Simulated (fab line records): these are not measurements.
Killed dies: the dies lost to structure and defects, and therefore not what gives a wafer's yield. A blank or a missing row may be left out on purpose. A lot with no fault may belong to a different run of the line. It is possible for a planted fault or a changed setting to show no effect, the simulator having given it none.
Lot-split experiment -- flow gf180mcu -- 5 lots, 23 wafers read, on a route of 602 steps

== ABOUT THE SPLIT ==
At GF_TOP_METAL_SPUTTER_00 (material Ti, target thk 37.5 nm, time 150 s), the setting power w was moved away from the recipe's 4000 W on 9 of the 23 wafers read, by +3.1% to +12.0%. All remaining wafers had this setting at the recipe value.

Reading taken at the split's own step.

== THE READING ==
Ti_of_TOP_METAL_SPUTTER_00.thk nm (the simulator's own value, which no gauge read), in nm, at GF_TOP_METAL_SPUTTER_00 (material Ti, target thk 37.5 nm, time 150 s). The file does not state a usual value for it. Across the 14 wafers here that went through the recipe, the average is 37.56 nm and the standard deviation 0.51 nm.

wafer,"tool, chamber at the split","power w as run, W",against the recipe,"Ti_of_TOP_METAL_SPUTTER_00.thk nm, nm",against lot-mates on the recipe
L074.1,"pvd sputter-01, -",4479,+12.0%,41.26,+4.36
L074.2,"pvd sputter-01, -",4479,+12.0%,41.32,+4.42
L074.4,"pvd sputter-01, -",4000,recipe,37.2,-
L074.5,"pvd sputter-01, -",4479,+12.0%,41.37,+4.47
L074.6,"pvd sputter-01, -",4000,recipe,36.6,-
L075.1,"pvd sputter-01, -",4000,recipe,37.73,-
L075.5,"pvd sputter-01, -",4000,recipe,36.93,-
L075.6,"pvd sputter-01, -",4000,recipe,36.73,-
L078.1,"pvd sputter-04, -",4123,+3.1%,38.88,+0.99
L078.3,"pvd sputter-04, -",4123,+3.1%,38.78,+0.89
L078.4,"pvd sputter-04, -",4123,+3.1%,39.41,+1.52
L078.5,"pvd sputter-04, -",4000,recipe,37.69,-
L078.6,"pvd sputter-04, -",4000,recipe,38.1,-
L079.1,"pvd sputter-04, -",4197,+4.9%,38.92,+1.42
L079.3,"pvd sputter-04, -",4000,recipe,37.62,-
L079.4,"pvd sputter-04, -",4197,+4.9%,39.39,+1.89
L079.5,"pvd sputter-04, -",4197,+4.9%,39.3,+1.80
L079.6,"pvd sputter-04, -",4000,recipe,37.38,-
L085.1,"pvd sputter-04, -",4000,recipe,37.65,-
L085.3,"pvd sputter-04, -",4000,recipe,38.27,-
L085.4,"pvd sputter-04, -",4000,recipe,37.88,-
L085.5,"pvd sputter-04, -",4000,recipe,38.01,-
L085.6,"pvd sputter-04, -",4000,recipe,38.11,-

FIT RESULTS
A straight line over all 23 wafers: Ti_of_TOP_METAL_SPUTTER_00.thk nm changes by +0.317 nm for each +1% of power w; r = +0.94; the points scatter about the line by 0.47 nm.
The same after taking each lot's own level away (the mean of its wafers on the recipe; 23 wafers): +0.367 nm for each +1%; r = +0.99; scatter 0.26 nm.
The reading moves by 4.4 nm for the largest change in power w, on that fit.
Measured against the standard deviation above, the lots' own levels, which go from 36.900 to 37.984 nm, span 2.1 times it.
So the slope is not independent of the lot-to-lot level: the two fits are not the same.
Check: for one of the wafers moved furthest among these (+12.0%), held out of the fit, the line's prediction against its lot-mates is +4.39 nm. It came out at +4.36 nm against them.

== OTHER SPLITS ON THESE WAFERS ==
These wafers also went through other splits before the reading. Each is held against what the fit with the lots' levels taken away leaves over:
other split on the same wafers,wafers away from the commonest value,r with Ti_of_TOP_METAL_SPUTTER_00.thk nm (lot level and that fit taken away)
GF_M4_SPUTTER_02 chamber pressure pa,18,-0.05
GF_M4_PEB_12 peb temp c,9,+0.05
GF_V4_CVD_00 sih4 flow sccm,9,-0.14
GF_V4_CMP_26 t overpolish s,8,-0.28
GF_MIM_SPUTTER_04 time s,9,-0.23
GF_V5_EXPOSE_11 dose mj,8,-0.14
GF_V5_PEB_12 peb time s,9,+0.16

== THE FILE'S OWN FIT ==
Ti_of_TOP_METAL_SPUTTER_00.thk nm changes by +0.365 nm for each +1% of power w, r = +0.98.
